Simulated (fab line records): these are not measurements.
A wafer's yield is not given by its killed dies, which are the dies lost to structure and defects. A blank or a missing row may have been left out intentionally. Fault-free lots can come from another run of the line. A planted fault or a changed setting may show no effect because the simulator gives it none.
fab line records	flow sfq_line
record lots=14	wafers=42	last_day=100
route steps=325 shown M1@69 I1@80 M2@101 I4@173 R5@215
lots that met no fault: taken from a fault-free run of the same line
start_h: hours from the record's first day to the start of the lot's first wafer shown	wait_h: how many hours have passed since the lot's step before this one	" identical to the entry in the row above	L1.1+2: one row covering several wafers at once	- no value present, or no start provided	* or withheld: withheld	< > ~ a bound
route shown NAME@n: names a module that has steps shown in the file, with the first one's number in the route	usual: mean/standard deviation taken from wafers without a fault	same: alike in all rows	chamber/n: place in a boat	sites: per-site readings	_std_site: their standard deviation	_edge_site: mean of outer sites minus mean of inner sites	radius_mm: how far each site lies from the wafer's centre	mask NAME#n: copy n	behind: the last tool/chamber to shape the wafer	hold: reason for holding the lot/hours on hold/outcome of the hold	device: the transistor (n, p or np) that didn't switch	end of line: the tests these same wafers got at the end of their route	a step without rows: its recipe alone	killed: at the first sort, the dies lost to defects and structure; wafer yield is something else	map: the dies of a wafer, with x for killed, . for not killed, _ for no die there
set.NAME: the setting the step ran with; set.NAME@STEP: the setting that earlier step ran with	model.NAME: the simulator's own value behind a step, which no gauge read
steps of the route over a sample of lots; a table a step, a row a wafer
services: when a tool's chamber went out of use (start_h, in hours from the record's first day, below 0 if earlier), for how many hours, and the reason
## steps
# step SFQ_TRILAYER_M1_BARC_OPEN_METAL_ETCH_054
# recipe mask_material=PR	chemistry=O2	target_depth_nm=125	target=BARC	icp_w=600	bias_w=80	pressure_mtorr=10	time_s=41.7
# usual bias_w=80.00/0.23	chamber_pressure_mTorr=9.998/0.0092	drypump_motor_current_A=6.0/0.47	he_backside_leak_sccm=3.54/0.24	oes_product_au=0.685/0.0047
lot.wafer	tool	chamber	start_h	wait_h	bias_w	chamber_pressure_mTorr	drypump_motor_current_A	he_backside_leak_sccm	oes_product_au	rf_hours_counter_h
L889.1	rie_metal-03	0	584.06	0.0	80.53	10.009	6.0	3.66	0.679	41
L889.3	"	0	"	"	79.99	9.995	6.0	3.74	0.682	-
L889.5	"	0	"	"	79.89	10.003	6.0	3.57	0.691	-
L890.2	rie_metal-03	0	588.86	0.0	79.98	9.992	6.0	3.56	0.688	41
L890.4	"	0	"	"	80.08	10.021	6.0	3.59	0.684	-
L890.6	"	0	"	"	79.95	9.996	6.0	3.46	0.684	-
L891.2	rie_metal-04	0	596.06	0.0	79.97	9.996	6.7	3.67	0.679	144
L891.3	"	0	"	"	80.14	9.992	6.6	3.54	0.692	-
L891.6	"	0	"	"	80.02	9.995	6.7	3.53	0.678	-
L892.2	rie_metal-04	1	604.75	0.0	80.01	9.999	6.1	3.53	0.686	26
L892.4	"	0	"	"	80.21	10.005	6.7	3.83	0.684	-
L892.6	"	1	"	"	79.86	10.003	6.1	3.58	0.682	-
L893.1	rie_metal-04	0	620.03	0.0	80.16	9.983	6.7	3.97	0.684	147
L893.4	"	1	"	"	80.08	10.001	6.1	3.49	0.681	-
L893.5	"	1	"	"	80.27	9.995	6.1	3.65	0.681	-
L894.1	rie_metal-04	1	649.80	0.0	79.84	9.993	6.1	3.51	0.684	36
L894.4	"	1	"	"	79.95	10.001	6.1	3.41	0.681	-
L894.5	"	1	"	"	80.28	10.008	6.1	3.52	0.687	-
L895.1	rie_metal-02	0	655.80	0.0	79.88	10.011	5.6	3.68	0.685	106
L895.3	"	0	"	"	79.55	10.009	5.6	3.71	0.686	-
L895.5	"	1	"	"	80.15	10.003	6.3	3.42	0.692	-
L897.3	rie_metal-04	0	677.42	0.0	79.84	9.995	6.7	3.77	0.680	-
L897.4	"	1	"	"	80.27	9.998	6.1	3.69	0.687	-
L897.6	"	0	"	"	80.07	9.999	6.7	3.72	0.685	-
L900.1	rie_metal-04	0	701.40	0.0	80.14	9.997	6.7	3.70	0.685	8
L900.3	"	1	"	"	79.84	9.995	6.1	3.67	0.674	-
L900.5	"	1	"	"	79.74	10.011	6.1	3.80	0.684	-
L901.1	rie_metal-02	0	709.80	0.0	80.38	9.994	5.6	3.73	0.677	116
L901.5	"	0	"	"	80.07	10.003	5.5	3.78	0.685	-
L901.6	"	1	"	"	79.77	10.006	6.4	3.25	0.679	-
L903.2	rie_metal-04	1	730.20	0.0	79.39	9.999	6.1	3.63	0.681	52
L903.3	"	1	"	"	79.72	9.997	6.1	3.53	0.687	-
L903.4	"	0	"	"	79.93	9.992	6.7	3.38	0.685	-
L907.3	rie_metal-03	0	766.56	0.0	80.35	10.005	6.0	3.64	0.686	-
L907.4	"	1	"	"	80.15	10.007	5.2	3.27	0.685	-
L907.6	"	1	"	"	80.04	9.995	5.3	3.35	0.692	-
L908.3	rie_metal-02	0	772.82	0.0	-	-	-	-	-	-
L908.4	"	1	"	"	-	-	-	-	-	-
L908.6	"	1	"	"	-	-	-	-	-	-
L909.2	rie_metal-04	0	778.93	0.0	-	-	-	-	-	-
L909.3	"	0	"	"	-	-	-	-	-	-
L909.4	"	1	"	"	-	-	-	-	-	-
# step SFQ_TRILAYER_M1_ETCH_METAL_ETCH_042
# recipe target=Nb	stop_on=SiO2	mask_material=PR	chemistry=Cl2/Ar	target_depth_nm=240	icp_w=600	bias_w=80	pressure_mtorr=10	time_s=120
# usual bias_w=79.98/0.26	chamber_pressure_mTorr=9.999/0.0089	drypump_motor_current_A=6.0/0.47	he_backside_leak_sccm=3.5/0.34	oes_product_au=0.895/0.0073
lot.wafer	tool	chamber	start_h	wait_h	bias_w	chamber_pressure_mTorr	drypump_motor_current_A	he_backside_leak_sccm	oes_product_au	rf_hours_counter_h
L889.1	rie_metal-03	0	584.12	0.0	80.17	10.004	6.0	3.7	0.898	41
L889.3	"	0	"	"	80.14	10.002	6.0	3.7	0.898	-
L889.5	"	0	"	"	80.17	10.001	6.0	3.7	0.896	-
L890.2	rie_metal-03	0	588.92	0.0	80.20	10.015	6.0	3.5	0.893	41
L890.4	"	0	"	"	80.18	10.000	6.0	3.6	0.899	-
L890.6	"	0	"	"	80.08	9.994	6.0	3.7	0.900	-
L891.2	rie_metal-04	0	596.12	0.0	79.60	9.999	6.7	3.7	0.906	144
L891.3	"	0	"	"	79.61	9.993	6.7	3.9	0.905	-
L891.6	"	0	"	"	80.03	10.002	6.7	3.7	0.900	-
L892.2	rie_metal-04	1	604.81	0.0	80.11	9.991	6.1	3.6	0.895	27
L892.4	"	0	"	"	80.28	9.997	6.7	3.5	0.890	-
L892.6	"	1	"	"	79.89	9.998	6.1	3.5	0.898	-
L893.1	rie_metal-04	0	620.09	0.0	79.94	9.993	6.7	3.7	0.904	147
L893.4	"	1	"	"	80.24	9.998	6.1	3.5	0.897	-
L893.5	"	1	"	"	80.02	9.975	6.1	3.5	0.891	-
L894.1	rie_metal-04	1	649.92	0.1	79.95	9.992	6.1	3.5	0.895	36
L894.4	"	1	"	"	79.73	10.012	6.1	3.4	0.889	-
L894.5	"	1	"	"	80.35	9.986	6.1	3.5	0.892	-
L895.1	rie_metal-02	0	655.86	0.0	80.04	10.004	5.6	3.6	0.885	106
L895.3	"	0	"	"	80.09	10.002	5.6	3.6	0.902	-
L895.5	"	1	"	"	79.92	9.979	6.4	3.4	0.894	-
L897.3	rie_metal-04	0	677.50	0.1	80.35	9.995	6.7	3.4	0.910	-
L897.4	"	1	"	"	79.63	9.997	6.1	3.5	0.906	-
L897.6	"	0	"	"	79.91	10.002	6.7	3.5	0.898	-
L900.1	rie_metal-04	0	701.46	0.0	79.85	9.999	6.7	3.5	0.891	8
L900.3	"	1	"	"	79.94	10.005	6.1	3.7	0.890	-
L900.5	"	1	"	"	79.85	10.009	6.1	3.7	0.898	-
L901.1	rie_metal-02	0	709.86	0.0	80.01	9.997	5.6	3.9	0.912	116
L901.5	"	0	"	"	79.99	10.010	5.6	3.8	0.905	-
L901.6	"	1	"	"	80.01	9.986	6.3	3.3	0.905	-
L903.2	rie_metal-04	1	730.26	0.0	79.95	9.994	6.1	3.5	0.904	53
L903.3	"	1	"	"	79.72	9.990	6.1	3.6	0.893	-
L903.4	"	0	"	"	80.40	10.004	6.6	3.6	0.883	-
L907.3	rie_metal-03	0	766.64	0.1	79.76	9.992	6.0	3.6	0.893	-
L907.4	"	1	"	"	80.18	10.006	5.3	3.2	0.896	-
L907.6	"	1	"	"	80.09	9.993	5.3	3.4	0.887	-
L908.3	rie_metal-02	0	772.90	0.1	79.62	10.004	5.6	3.6	0.384	-
L908.4	"	1	"	"	80.27	10.004	6.3	3.3	0.374	-
L908.6	"	1	"	"	80.15	10.001	6.4	3.3	0.365	-
L909.2	rie_metal-04	0	778.99	0.0	80.01	9.997	6.7	3.6	0.383	19
L909.3	"	0	"	"	80.12	10.010	6.7	3.4	0.367	-
L909.4	"	1	"	"	80.21	10.010	6.1	3.6	0.372	-
# step SFQ_TRILAYER_I1_VIA_LITHO_EXPOSE_050
# recipe mask_id=I1	na=0.6	source_shape=conventional	sigma_outer=0.65	target_cd_nm=500	dose_mj=21.3
# usual exposure_dose_mJ_cm2=21.301/0.024	focus_offset_nm=0.0/0.55
lot.wafer	tool	chamber	start_h	wait_h	mask	exposure_dose_mJ_cm2	focus_offset_nm
L889.1	krf_scanner-01	0	752.66	-	I1#0	21.280	0.4
L889.3	"	0	"	"	I1#0	21.294	0.2
L889.5	"	0	"	"	I1#0	21.268	0.5
L890.2	krf_scanner-02	0	762.80	-	I1#0	21.269	0.1
L890.4	"	0	"	"	I1#0	21.293	-0.3
L890.6	"	0	"	"	I1#0	21.277	0.2
L891.2	krf_scanner-02	0	767.60	-	I1#0	21.261	-0.1
L891.3	"	0	"	"	I1#0	21.312	-0.3
L891.6	"	0	"	"	I1#0	21.307	0.5
L892.2	krf_scanner-01	0	775.06	-	I1#0	21.304	-1.2
L892.4	"	0	"	"	I1#0	21.272	-0.8
L892.6	"	0	"	"	I1#0	21.278	-0.1
L893.1	krf_scanner-02	0	791.34	-	I1#0	21.288	-0.9
L893.4	"	0	"	"	I1#0	21.288	-1.4
L893.5	"	0	"	"	I1#0	21.321	-1.0
L894.1	krf_scanner-02	0	809.34	-	I1#0	21.342	0.4
L894.4	"	0	"	"	I1#0	21.306	-0.1
L894.5	"	0	"	"	I1#0	21.309	0.3
L895.1	krf_scanner-02	0	817.74	-	I1#0	21.310	-0.2
L895.3	"	0	"	"	I1#0	21.283	-0.2
L895.5	"	0	"	"	I1#0	21.285	-0.5
L897.3	krf_scanner-01	0	841.99	-	I1#0	21.341	0.6
L897.4	"	0	"	"	I1#0	21.303	-0.4
L897.6	"	0	"	"	I1#0	21.294	0.7
L900.1	krf_scanner-01	0	872.79	-	I1#0	21.285	0.5
L900.3	"	0	"	"	I1#0	21.278	0.0
L900.5	"	0	"	"	I1#0	21.309	0.2
L901.1	krf_scanner-01	0	881.19	-	I1#0	21.309	0.5
L901.5	"	0	"	"	I1#0	21.341	0.1
L901.6	"	0	"	"	I1#0	21.349	0.3
L903.2	krf_scanner-01	0	894.59	-	I1#0	21.318	0.2
L903.3	"	0	"	"	I1#0	21.322	0.1
L903.4	"	0	"	"	I1#0	21.296	-0.3
L907.3	krf_scanner-02	0	921.31	-	I1#0	21.247	0.6
L907.4	"	0	"	"	I1#0	21.283	0.4
L907.6	"	0	"	"	I1#0	21.263	0.6
L908.3	krf_scanner-02	-	926.11	-	I1#0	-	-
L908.4	"	-	"	"	I1#0	-	-
L908.6	"	-	"	"	I1#0	-	-
L909.2	krf_scanner-02	-	930.71	-	I1#0	-	-
L909.3	"	-	"	"	I1#0	-	-
L909.4	"	-	"	"	I1#0	-	-
# step SFQ_TRILAYER_I1_VIA_ETCH_VIA_ETCH_052
# recipe target=SiO2	stop_on=Nb	mask_material=PR	taper_deg=20	chemistry=CHF3	target_depth_nm=260	source_w=500	bias_w=80	pressure_mtorr=30	time_s=withheld
# usual bias_w=79.95/0.2	chamber_pressure_mTorr=29.999/0.026	drypump_motor_current_A=5.8/0.43	oes_product_au=0.854/0.0054
lot.wafer	tool	chamber	start_h	wait_h	bias_w	chamber_pressure_mTorr	drypump_motor_current_A	oes_product_au
L889.1	rie_diel-03	3	754.24	0.0	79.99	29.985	5.1	0.853
L889.3	"	1	"	"	79.86	29.988	6.5	0.855
L889.5	"	1	"	"	79.92	30.015	6.5	0.858
L890.2	rie_diel-01	2	764.18	0.0	80.00	29.984	5.5	0.853
L890.4	"	3	"	"	80.08	30.071	5.2	0.846
L890.6	"	1	"	"	79.99	29.976	6.1	0.843
L891.2	rie_diel-03	3	768.98	0.0	80.22	29.999	5.1	0.871
L891.3	"	1	"	"	79.97	30.039	6.5	0.860
L891.6	"	1	"	"	79.83	30.001	6.4	0.861
L892.2	rie_diel-03	2	776.44	0.0	80.03	29.988	5.5	0.854
L892.4	"	1	"	"	80.15	30.041	6.5	0.862
L892.6	"	0	"	"	80.12	30.017	5.4	0.862
L893.1	rie_diel-03	2	792.92	0.0	79.78	30.011	5.5	0.862
L893.4	"	1	"	"	79.72	30.020	6.5	0.861
L893.5	"	0	"	"	79.79	29.984	5.4	0.854
L894.1	rie_diel-03	1	810.92	0.0	80.21	29.970	6.5	0.857
L894.4	"	2	"	"	79.96	30.034	5.5	0.849
L894.5	"	1	"	"	79.94	30.031	6.5	0.860
L895.1	rie_diel-01	0	819.32	0.0	79.61	30.022	5.9	0.866
L895.3	"	2	"	"	80.29	30.001	5.4	0.844
L895.5	"	0	"	"	79.80	29.969	5.9	0.843
L897.3	rie_diel-03	2	843.16	0.0	80.19	29.988	5.5	0.850
L897.4	"	0	"	"	79.99	30.006	5.4	0.850
L897.6	"	0	"	"	80.05	30.011	5.4	0.850
L900.1	rie_diel-04	2	874.36	0.0	79.99	29.971	5.6	0.855
L900.3	"	0	"	"	80.12	30.000	6.2	0.858
L900.5	"	2	"	"	79.97	30.007	5.6	0.851
L901.1	rie_diel-03	1	882.76	0.0	80.04	29.987	6.5	0.843
L901.5	"	1	"	"	79.73	30.012	6.5	0.851
L901.6	"	2	"	"	79.92	30.007	5.4	0.846
L903.2	rie_diel-04	0	895.96	0.0	79.72	29.982	6.2	0.855
L903.3	"	2	"	"	79.81	30.013	5.6	0.853
L903.4	"	1	"	"	79.90	30.012	6.0	0.850
L907.3	rie_diel-04	3	922.49	0.0	79.95	29.997	5.7	0.849
L907.4	"	2	"	"	79.56	30.008	5.6	0.858
L907.6	"	0	"	"	79.95	30.004	6.2	0.858
L908.3	rie_diel-03	3	927.29	0.0	80.01	29.969	5.1	0.375
L908.4	"	0	"	"	80.02	30.013	5.5	0.376
L908.6	"	3	"	"	79.72	30.009	5.1	0.380
L909.2	rie_diel-04	0	932.09	0.0	80.01	29.994	6.2	0.376
L909.3	"	3	"	"	79.68	29.982	5.7	0.376
L909.4	"	2	"	"	79.87	29.997	5.6	0.376
# step SFQ_TRILAYER_M2_STRIP_STRIP_061
# recipe gas=O2	power_w=200	platen_temp_c=40	overash_fraction=0.65	chemistry=O2	pressure_mtorr=50
# usual drypump_motor_current_A=5.9/0.48	he_backside_leak_sccm=3.51/0.23	oes_product_au=1.001/0.0084
lot.wafer	tool	chamber	start_h	wait_h	drypump_motor_current_A	he_backside_leak_sccm	oes_product_au	rf_hours_counter_h
L889.1	rie_metal-01	0	902.11	0.1	5.8	3.37	1.018	79
L889.3	"	0	"	"	5.8	3.45	1.011	-
L889.5	"	0	"	"	5.9	3.35	0.999	-
L890.2	rie_metal-03	0	910.63	0.1	6.0	3.50	1.000	63
L890.4	"	1	"	"	5.2	3.17	0.999	-
L890.6	"	1	"	"	5.2	3.20	0.992	-
L891.2	rie_metal-03	0	917.83	0.1	6.0	3.72	1.003	64
L891.3	"	1	"	"	5.3	3.48	0.994	-
L891.6	"	1	"	"	5.3	3.34	0.992	-
L892.2	rie_metal-03	0	926.23	0.1	6.0	3.73	1.018	65
L892.4	"	1	"	"	5.2	3.24	1.000	-
L892.6	"	1	"	"	5.3	3.37	0.999	-
L893.1	rie_metal-01	1	941.83	0.1	5.5	3.21	0.998	48
L893.4	"	0	"	"	5.8	3.37	1.006	-
L893.5	"	0	"	"	5.8	3.43	1.009	-
L894.1	rie_metal-04	1	975.17	0.1	6.1	3.67	1.003	84
L894.4	"	1	"	"	6.1	3.54	1.004	-
L894.5	"	1	"	"	6.1	3.77	0.991	-
L895.1	rie_metal-03	1	983.57	0.1	5.3	3.39	0.984	118
L895.3	"	0	"	"	6.0	3.64	1.019	-
L895.5	"	0	"	"	6.1	3.73	1.015	-
L897.3	rie_metal-01	0	1007.89	0.2	5.9	3.40	1.008	-
L897.4	"	1	"	"	5.5	3.54	0.997	-
L897.6	"	1	"	"	5.5	5.31	1.004	-
L900.1	rie_metal-01	1	1036.49	0.1	5.5	3.36	0.993	58
L900.3	"	0	"	"	5.8	3.42	0.999	-
L900.5	"	1	"	"	5.5	3.27	0.984	-
L901.1	rie_metal-01	1	1042.49	0.1	5.5	3.56	0.998	59
L901.5	"	1	"	"	5.5	3.51	0.997	-
L901.6	"	0	"	"	5.8	3.40	1.013	-
L903.2	rie_metal-04	0	1052.27	0.4	6.7	3.43	1.013	-
L903.3	"	0	"	"	6.7	3.35	1.007	-
L903.4	"	0	"	"	6.7	3.59	1.006	-
L907.3	rie_metal-01	0	1074.89	0.2	5.8	3.28	0.998	-
L907.4	"	1	"	"	5.4	3.39	0.992	-
L907.6	"	1	"	"	5.5	3.56	0.995	-
L908.3	rie_metal-01	1	1079.69	0.2	5.5	3.62	0.984	-
L908.4	"	0	"	"	5.9	3.35	0.989	-
L908.6	"	1	"	"	5.5	3.62	0.992	-
L909.2	rie_metal-01	0	1086.69	0.1	5.9	3.43	1.008	101
L909.3	"	0	"	"	5.8	3.39	1.001	-
L909.4	"	1	"	"	5.5	3.56	0.995	-
# step SFQ_I4_OVL_MEAS_928
# usual I4_OVL=2/6.6
lot.wafer	tool	chamber	start_h	wait_h	I4_OVL[nm]
L889.1	overlay-02	-	1377.79	0.1	-2
L889.3	"	-	"	"	-5
L889.5	"	-	"	"	-7
L890.2	overlay-02	-	1384.48	0.1	6
L890.4	"	-	"	"	12
L890.6	"	-	"	"	8
L891.2	overlay-01	-	1391.21	0.1	2
L891.3	"	-	"	"	6
L891.6	"	-	"	"	1
L892.2	overlay-02	-	1398.44	0.1	-8
L892.4	"	-	"	"	-4
L892.6	"	-	"	"	-4
L893.1	overlay-01	-	1405.64	0.1	13
L893.4	"	-	"	"	9
L893.5	"	-	"	"	11
L894.1	overlay-01	-	1429.67	0.1	2
L894.4	"	-	"	"	4
L894.5	"	-	"	"	7
L895.1	overlay-02	-	1440.42	0.1	4
L895.3	"	-	"	"	4
L895.5	"	-	"	"	8
L897.3	overlay-01	-	1455.38	0.1	1
L897.4	"	-	"	"	-3
L897.6	"	-	"	"	2
L900.1	overlay-02	-	1483.10	0.1	6
L900.3	"	-	"	"	3
L900.5	"	-	"	"	10
L901.1	overlay-02	-	1486.70	0.1	-4
L901.5	"	-	"	"	1
L901.6	"	-	"	"	7
L903.2	overlay-02	-	1577.05	0.1	-4
L903.3	"	-	"	"	-3
L903.4	"	-	"	"	-10
L907.3	overlay-01	-	1589.06	0.1	2
L907.4	"	-	"	"	11
L907.6	"	-	"	"	5
L908.3	overlay-01	-	1595.06	0.1	-
L908.4	"	-	"	"	-
L908.6	"	-	"	"	-
L909.2	overlay-01	-	1598.65	0.1	-
L909.3	"	-	"	"	-
L909.4	"	-	"	"	-
# step SFQ_R5_RS_MEAS_933
# recipe thk_meas_gauge=four-point-probe	reads=Ti_of_TRILAYER_R5_DEP_SPUTTER_134+MoNx_of_TRILAYER_R5_DEP_SPUTTER_133+Ti_of_TRILAYER_R5_DEP_SPUTTER_132
# usual R5_MONX_RS=7.07/0.083
lot.wafer	tool	chamber	start_h	wait_h	R5_MONX_RS[ohm/sq]
L889.1	film_metro-01	-	1513.29	0.0	6.95
L889.3	"	-	"	"	6.95
L889.5	"	-	"	"	6.96
L890.2	film_metro-01	-	1521.12	0.0	7.17
L890.4	"	-	"	"	7.05
L890.6	"	-	"	"	7.17
L891.2	film_metro-01	-	1527.12	0.0	7.02
L891.3	"	-	"	"	7.01
L891.6	"	-	"	"	7.03
L892.2	film_metro-01	-	1533.12	0.0	6.97
L892.4	"	-	"	"	7.07
L892.6	"	-	"	"	7.04
L893.1	film_metro-01	-	1632.35	0.0	7.14
L893.4	"	-	"	"	7.22
L893.5	"	-	"	"	7.20
L894.1	film_metro-02	-	1641.35	0.0	7.06
L894.4	"	-	"	"	7.16
L894.5	"	-	"	"	7.10
L895.1	film_metro-01	-	1650.32	0.0	6.95
L895.3	"	-	"	"	7.10
L895.5	"	-	"	"	7.04
L897.3	film_metro-04	-	1653.36	0.0	6.87
L897.4	"	-	"	"	6.97
L897.6	"	-	"	"	6.97
L900.1	film_metro-01	-	1664.64	0.0	7.09
L900.3	"	-	"	"	7.16
L900.5	"	-	"	"	7.12
L901.1	film_metro-02	-	1670.64	0.0	6.94
L901.5	"	-	"	"	7.13
L901.6	"	-	"	"	7.01
L903.2	film_metro-02	-	1684.72	0.0	7.02
L903.3	"	-	"	"	7.01
L903.4	"	-	"	"	7.07
L907.3	film_metro-01	-	1699.18	0.0	6.92
L907.4	"	-	"	"	6.99
L907.6	"	-	"	"	7.01
L908.3	film_metro-02	-	1705.26	0.0	7.05
L908.4	"	-	"	"	7.03
L908.6	"	-	"	"	7.07
L909.2	film_metro-02	-	1710.04	0.0	7.13
L909.3	"	-	"	"	7.01
L909.4	"	-	"	"	6.94
## services
tool	chamber	start_h	hours	kind
krf_scanner-02	-	566.80	1.0	pm
rie_diel-03	0	576.20	1.2	repair
krf_scanner-02	-	577.10	1.1	repair
rie_metal-03	0	591.17	129.4	repair
krf_scanner-02	-	614.02	0.8	pm
rie_metal-01	-	629.14	0.4	repair
krf_scanner-02	-	631.69	0.8	pm
krf_scanner-02	-	640.55	5.2	repair
rie_metal-04	-	643.40	0.5	repair
krf_scanner-02	-	651.53	4.2	repair
rie_metal-01	0	651.66	2.6	repair
rie_diel-03	2	665.16	5.6	repair
rie_metal-01	-	676.90	2.6	repair
rie_metal-01	0	693.33	2.5	repair
rie_metal-03	1	698.54	26.8	repair
rie_diel-03	1	704.94	4.7	repair
krf_scanner-02	-	716.51	36.0	pm
rie_metal-03	-	720.57	14.6	pm
krf_scanner-02	-	752.51	1.3	pm
rie_metal-03	-	789.94	1.3	repair
rie_metal-03	-	871.42	2.8	pm
rie_metal-04	-	923.56	1.4	pm
rie_metal-04	-	1031.79	0.5	repair
rie_metal-04	1	1036.93	46.9	repair
## key
first_sign step=SFQ_TRILAYER_M1_BARC_OPEN_METAL_ETCH_054	reading=tool_record	direction=missing
effect step=SFQ_TRILAYER_M1_ETCH_METAL_ETCH_042	reading=oes_product_au	direction=down	sigmas=71	usual=0.895	struck=0.374
effect step=SFQ_TRILAYER_I1_VIA_LITHO_EXPOSE_050	reading=tool_record	direction=missing
effect step=SFQ_TRILAYER_I1_VIA_ETCH_VIA_ETCH_052	reading=oes_product_au	direction=down	sigmas=88	usual=0.854	struck=0.377
met_at SFQ_TRILAYER_M1_BARC_OPEN_METAL_ETCH_054
struck_lots L908,L909
not_acting_at SFQ_TRILAYER_M2_STRIP_STRIP_061,SFQ_I4_OVL_MEAS_928,SFQ_R5_RS_MEAS_933
onset_between 730.20 772.82
fault kind=skipped_step_whole	tool=rie_metal-02,rie_metal-04	chamber=-	onset_h=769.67	steps=SFQ_TRILAYER_M1_BARC_OPEN_METAL_ETCH_054	scope=struck_lots_only
